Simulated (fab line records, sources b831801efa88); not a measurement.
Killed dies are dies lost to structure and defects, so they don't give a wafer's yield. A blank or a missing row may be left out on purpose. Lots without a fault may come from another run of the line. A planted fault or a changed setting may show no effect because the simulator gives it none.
Which tool did it? | flow sky130 | 12 lots, 36 wafers sampled, at 4 steps of a route of 708

WHAT THE GAUGES READ, wafer by wafer
SKY_CONTACT_THK_MEAS_26: measures by xrf. Usual: CONTACT_W_THK 344 nm, standard deviation 5.
lot  | measured     | on            | CONTACT_W_THK (nm) | flag
L932 | day 32 01:58 | film_metro-03 | 343 344 346        |
L933 | day 32 02:58 | film_metro-03 | 356 342 353        |
L937 | day 33 17:04 | film_metro-03 | 342 356 339        |
L940 | day 34 16:01 | film_metro-03 | 342 343 345        |
L944 | day 35 14:35 | film_metro-04 | 339 341 337        |
L946 | day 36 07:03 | film_metro-04 | 341 356 344        |
L948 | day 37 13:47 | film_metro-04 | 341 337 340        |
L949 | day 37 15:59 | film_metro-03 | 345 342 350        |
L950 | day 37 15:02 | film_metro-04 | 340 344 347        |
L951 | day 37 18:52 | film_metro-03 | 343 348 346        |
L952 | day 38 07:17 | film_metro-04 | 349 350 345        |
L954 | day 38 19:44 | film_metro-03 | 339 344 347        |

WHICH TOOL RAN EACH LOT (tool, then ch and the chambers of the sampled wafers, then the start)
lot  | SKY_LDD_LDN_STRIP_12                 | SKY_LOCAL_INTERCONNECT_ETCH_13    | SKY_LOCAL_INTERCONNECT_STRIP_15
L932 | plasma_asher-02 ch 0,1, day 23 09:05 | rie_metal-01 ch 0,1, day 30 20:03 | plasma_asher-03 ch 0,1, day 30 20:10
L933 | plasma_asher-04 ch 0,1, day 23 09:10 | rie_metal-04 ch 0,1, day 30 21:02 | plasma_asher-02 ch 0,1, day 30 21:08
L937 | plasma_asher-04 ch 0,1, day 25 05:34 | rie_metal-01 ch 0,1, day 32 11:24 | plasma_asher-03 ch 0,1, day 32 11:31
L940 | plasma_asher-01 ch 0,1, day 26 05:58 | rie_metal-01 ch 0,1, day 33 11:33 | plasma_asher-02 ch 0,1, day 33 11:40
L944 | plasma_asher-04 ch 0,1, day 27 10:55 | rie_metal-04 ch 0,1, day 34 11:41 | plasma_asher-01 ch 0,1, day 34 11:47
L946 | plasma_asher-01 ch 0, day 28 02:20   | rie_metal-04 ch 0,1, day 35 03:21 | plasma_asher-02 ch 0, day 35 03:28
L948 | plasma_asher-04 ch 0,1, day 29 10:59 | rie_metal-01 ch 0,1, day 36 09:18 | plasma_asher-01 ch 0,1, day 36 09:25
L949 | plasma_asher-02 ch 0,1, day 29 11:40 | rie_metal-01 ch 0,1, day 36 11:27 | plasma_asher-03 ch 0,1, day 36 11:34
L950 | plasma_asher-02 ch 1, day 29 11:53   | rie_metal-04 ch 0,1, day 36 10:09 | plasma_asher-03 ch 0,1, day 36 10:16
L951 | plasma_asher-02 ch 0,1, day 29 17:36 | rie_metal-04 ch 0,1, day 36 14:19 | plasma_asher-03 ch 0,1, day 36 14:27
L952 | plasma_asher-01 ch 0,1, day 30 04:59 | rie_metal-01 ch 0,1, day 37 03:39 | plasma_asher-03 ch 0,1, day 37 03:46
L954 | plasma_asher-02 ch 0,1, day 30 19:19 | rie_metal-01 ch 0,1, day 37 16:19 | plasma_asher-03 ch 0,1, day 37 16:27
- SKY_LDD_LDN_STRIP_12: strips in O2/N2.
- SKY_LOCAL_INTERCONNECT_ETCH_13: etches BARC in N2/H2, stops on SiO2, time 45.9 s, target depth 60 nm.
- SKY_LOCAL_INTERCONNECT_STRIP_15: strips in O2/N2.

WHAT THE TOOLS THEMSELVES READ (means of the sampled wafers that have a number; where no wafer has one, the mark that the record gives instead)
SKY_LDD_LDN_STRIP_12. Usual: chamber_pressure_mTorr 1500.0 mTorr, standard deviation 1.4; drypump_motor_current_A 5.9 A, standard deviation 0.36; oes_product_au 0.716 a.u., standard deviation 0.0042; strip_time_to_endpoint_s 14.19 s, standard deviation 0.035.
lot  | tool            | chamber_pressure_mTorr (mTorr) | drypump_motor_current_A (A) | oes_product_au (a.u.) | strip_time_to_endpoint_s (s) | flag
L932 | plasma_asher-02 | 1499.5                         | 6.0                         | 0.714                 | 14.24                        |
L933 | plasma_asher-04 | 1498.7                         | 6.2                         | 0.718                 | 14.21                        |
L937 | plasma_asher-04 | 1501.2                         | 6.2                         | 0.712                 | 14.16                        |
L940 | plasma_asher-01 | 1500.0                         | 5.4                         | 0.721                 | 14.20                        |
L944 | plasma_asher-04 | 1501.0                         | 6.0                         | 0.715                 | 14.18                        |
L946 | plasma_asher-01 | 1500.5                         | 5.1                         | 0.714                 | 14.16                        |
L948 | plasma_asher-04 | 1499.7                         | 6.2                         | 0.717                 | 14.18                        |
L949 | plasma_asher-02 | 1498.5                         | 6.0                         | 0.716                 | 14.21                        |
L950 | plasma_asher-02 | 1500.1                         | 6.1                         | 0.717                 | 14.13                        |
L951 | plasma_asher-02 | 1500.9                         | 6.1                         | 0.717                 | 14.24                        |
L952 | plasma_asher-01 | 1499.5                         | 5.4                         | 0.714                 | 14.18                        |
L954 | plasma_asher-02 | 1499.7                         | 6.1                         | 0.718                 | 14.19                        |

SKY_LOCAL_INTERCONNECT_ETCH_13. Usual: chamber_pressure_mTorr 30.000 mTorr, standard deviation 0.025; drypump_motor_current_A 5.4 A, standard deviation 0.34; oes_product_au 0.855 a.u., standard deviation 0.0044; throttle_valve_pct 13.226 %, standard deviation 0.0083.
lot  | tool         | chamber_pressure_mTorr (mTorr) | drypump_motor_current_A (A) | oes_product_au (a.u.) | throttle_valve_pct (%) | flag
L932 | rie_metal-01 | 29.995                         | 5.5                         | 0.856                 | 13.223                 |
L933 | rie_metal-04 | 29.993                         | 5.2                         | 0.852                 | 13.222                 |
L937 | rie_metal-01 | 26.019                         | 5.5                         | 0.856                 | 13.221                 | OFF
L940 | rie_metal-01 | 26.014                         | 5.5                         | 0.855                 | 13.234                 | OFF
L944 | rie_metal-04 | 30.013                         | 5.1                         | 0.855                 | 13.235                 |
L946 | rie_metal-04 | 29.964                         | 5.1                         | 0.855                 | 13.231                 |
L948 | rie_metal-01 | 30.006                         | 5.6                         | 0.860                 | 13.234                 |
L949 | rie_metal-01 | 30.000                         | 5.7                         | 0.856                 | 13.228                 |
L950 | rie_metal-04 | 30.003                         | 5.2                         | 0.853                 | 13.223                 |
L951 | rie_metal-04 | 30.002                         | 5.4                         | 0.856                 | 13.216                 |
L952 | rie_metal-01 | 30.021                         | 5.5                         | 0.855                 | 13.233                 |
L954 | rie_metal-01 | 29.990                         | 5.6                         | 0.854                 | 13.228                 |

SKY_LOCAL_INTERCONNECT_STRIP_15. Usual: chamber_pressure_mTorr 1499.9 mTorr, standard deviation 1.4; drypump_motor_current_A 6.0 A, standard deviation 0.39; oes_product_au 0.426 a.u., standard deviation 0.0048; strip_time_to_endpoint_s 4.722 s, standard deviation 0.015.
lot  | tool            | chamber_pressure_mTorr (mTorr) | drypump_motor_current_A (A) | oes_product_au (a.u.) | strip_time_to_endpoint_s (s) | flag
L932 | plasma_asher-03 | 1500.0                         | 6.2                         | 0.426                 | 4.699                        |
L933 | plasma_asher-02 | 1501.4                         | 6.0                         | 0.429                 | 4.730                        |
L937 | plasma_asher-03 | 1498.4                         | 6.2                         | 0.424                 | 4.745                        |
L940 | plasma_asher-02 | 1499.8                         | 6.1                         | 0.422                 | 4.727                        |
L944 | plasma_asher-01 | 1499.6                         | 5.7                         | 0.423                 | 4.704                        |
L946 | plasma_asher-02 | 1500.4                         | 6.0                         | 0.428                 | 4.731                        |
L948 | plasma_asher-01 | 1501.8                         | 5.7                         | 0.426                 | 4.734                        |
L949 | plasma_asher-03 | 1498.7                         | 6.3                         | 0.426                 | 4.735                        |
L950 | plasma_asher-03 | 1499.8                         | 6.3                         | 0.428                 | 4.728                        |
L951 | plasma_asher-03 | 1501.6                         | 6.2                         | 0.427                 | 4.723                        |
L952 | plasma_asher-03 | 1500.5                         | 6.2                         | 0.425                 | 4.718                        |
L954 | plasma_asher-03 | 1501.3                         | 6.3                         | 0.433                 | 4.714                        |

THE ANSWER, worked out from the rows above alone
Rule: a lot is off if the mean of its wafers that have a number lies more than 3 standard deviations from the usual mean. A lot without any number at a reading at which 4 lots or more have one is off too. The other lots that the step has rows for count as sound. The gauges are gone through in route order, then the tools' own readings, and for those a lot's mean is taken as printed above. The first step at which some lot is off is used, and at that step the reading that is off furthest; a lot without a number counts as furthest.
Off: L937, L940, at SKY_LOCAL_INTERCONNECT_ETCH_13 (chamber_pressure_mTorr).
A tool fits if, at that step or a process step before it, it ran every lot that is off, and no sound lot after the first of them. None of those tried fits.

WHAT THE SIMULATOR HAD PUT IN
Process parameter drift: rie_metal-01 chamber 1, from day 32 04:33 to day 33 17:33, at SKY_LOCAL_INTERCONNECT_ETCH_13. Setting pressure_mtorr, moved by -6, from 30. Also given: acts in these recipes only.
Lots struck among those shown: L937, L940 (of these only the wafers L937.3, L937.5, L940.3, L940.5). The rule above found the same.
